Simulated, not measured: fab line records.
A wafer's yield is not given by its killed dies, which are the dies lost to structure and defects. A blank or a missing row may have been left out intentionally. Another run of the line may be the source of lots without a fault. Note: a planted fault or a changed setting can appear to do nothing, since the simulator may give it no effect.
What tool caused it? | flow gf180mcu | 7 lots, 21 wafers sampled, at 2 steps of a route of 602

## WHAT THE GAUGES READ, wafer by wafer
GF_LVPWELL_TW_MEAS_11.
lot  | measured    | on            | LVPWELL_TW
L428 | day 4 05:17 | film_metro-03 | 555 554 557
L432 | day 5 00:40 | film_metro-01 | 564 563 565
L435 | day 5 17:46 | film_metro-03 | 549 547 551
L437 | day 6 04:56 | film_metro-02 | 560 559 560
L439 | day 6 15:33 | film_metro-03 | 551 547 551
L445 | day 8 05:47 | film_metro-02 | 559 559 557
L449 | day 9 00:49 | film_metro-02 | 1302 1305 1298 1309 1294 1302

## EACH LOT AND THE TOOL THAT RAN IT (in order: tool; ch and the chambers of the sampled wafers; start)
lot  | GF_LVPWELL_IMPLANT_08
L428 | implanter-01 ch 0, day 4 04:53
L432 | implanter-01 ch 0, day 5 00:18
L435 | implanter-04 ch 0, day 5 17:22
L437 | implanter-04 ch 0, day 6 04:33
L439 | implanter-01 ch 0, day 6 15:09
L445 | implanter-01 ch 0, day 8 05:25
L449 | implanter-03 ch 0, day 9 00:27
- GF_LVPWELL_IMPLANT_08

## THE ANSWER, worked out from the rows above alone
Rule: usual is defined by the lots themselves. Put in order of their means at a reading, lots are off if they are a third of the lots or fewer, leave a main group of 4 or more, and stand apart from it by a gap of 3 or more times the standard deviation of the main group's means; of several such gaps the widest counts. A main group whose means are all the same, to the digits that the tables above print for the reading, isn't used. Also off: a lot with no number at a reading for which 4 or more lots have one. All remaining lots with rows at the step are treated as sound.
Off: L449, at GF_LVPWELL_TW_MEAS_11 (LVPWELL_TW). Mean 556 and standard deviation 5.4 in the main group.
If a tool, at a process step before that reading, ran all the lots that are off and no sound lot after the first of them, it fits. The gauges at GF_LVPWELL_TW_MEAS_11 are tried like those tools. This does not decide it: 2 tools fit, namely implanter-03 at GF_LVPWELL_IMPLANT_08 and film_metro-02 at GF_LVPWELL_TW_MEAS_11.

## WHAT THE SIMULATOR HAD PUT IN
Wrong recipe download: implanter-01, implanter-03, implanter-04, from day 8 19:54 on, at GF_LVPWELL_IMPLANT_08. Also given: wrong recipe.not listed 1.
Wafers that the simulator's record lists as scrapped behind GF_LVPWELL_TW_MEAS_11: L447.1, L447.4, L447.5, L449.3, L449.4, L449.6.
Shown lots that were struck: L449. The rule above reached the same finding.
